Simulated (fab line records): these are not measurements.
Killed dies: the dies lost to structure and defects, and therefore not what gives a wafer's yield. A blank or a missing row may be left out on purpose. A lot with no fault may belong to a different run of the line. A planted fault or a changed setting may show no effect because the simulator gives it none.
A single fault, viewed from 2 desks	flow sfq_line	each desk has only its own numbers; what lay behind them comes last

## THE TOOL OWNER'S DESK: pecvd-03
The tool's own readings at SFQ_TRILAYER_L0_CAP_PECVD_011 (deposits SiO2 from SiH4/N2O, time 13.333 s, target thk 60 nm): means of the sampled wafers that have a number, for each lot that ran on this tool. If a lot's mean is further than 4 standard deviations from the usual mean, the lot is out of limits and carries the mark OUT (the distance appears in the brackets).
Columns: A = heater_power_w at SFQ_TRILAYER_L0_CAP_PECVD_011, usual 77 W; B = rf_fwd_power_W at SFQ_TRILAYER_L0_CAP_PECVD_011, usual 180.6 W; C = throttle_valve_pct at SFQ_TRILAYER_L0_CAP_PECVD_011, usual 26.4 %
lot	first seen here	A	B	C
L215	day 4 18:47	77	181.5	28.8
L220	day 5 23:05	66	181.0	27.7
Finding of this desk: none of the 2 lots has anything out of limits.

## AT THE METROLOGY DESK
Lot by lot, what the gauges showed, no matter which tool ran the lot: averages of those sampled wafers that carry a number. If a lot's mean is further than 4 standard deviations from the usual mean, the lot is out of limits and carries the mark OUT (the distance appears in the brackets).
Columns: A = L0_MONX_KI_RS at SFQ_L0_RS_MEAS_901, usual 43.3 ohm/sq; B = L0_MONX_KI_THK at SFQ_L0_THK_MEAS_902, usual 40.4 nm; C = L0V_OVL at SFQ_L0V_OVL_MEAS_903, usual -2 nm
lot	first seen here	A	B	C
L215	day 1 17:35	43.0	40.5	4
L220	day 2 18:35	43.4	40.4	4
L231	day 5 01:36	43.3	40.4	-3
L232	day 5 06:34	43.6	40.1	-2
L236	day 6 02:36	43.0	40.8	-2
Finding of this desk: none of the 5 lots has anything out of limits.

## TAKEN TOGETHER
The desk of the tool owner found nothing out of limits.
From the metrology desk's view, nothing was out of limits.

## WHAT WAS PUT IN BY THE SIMULATOR
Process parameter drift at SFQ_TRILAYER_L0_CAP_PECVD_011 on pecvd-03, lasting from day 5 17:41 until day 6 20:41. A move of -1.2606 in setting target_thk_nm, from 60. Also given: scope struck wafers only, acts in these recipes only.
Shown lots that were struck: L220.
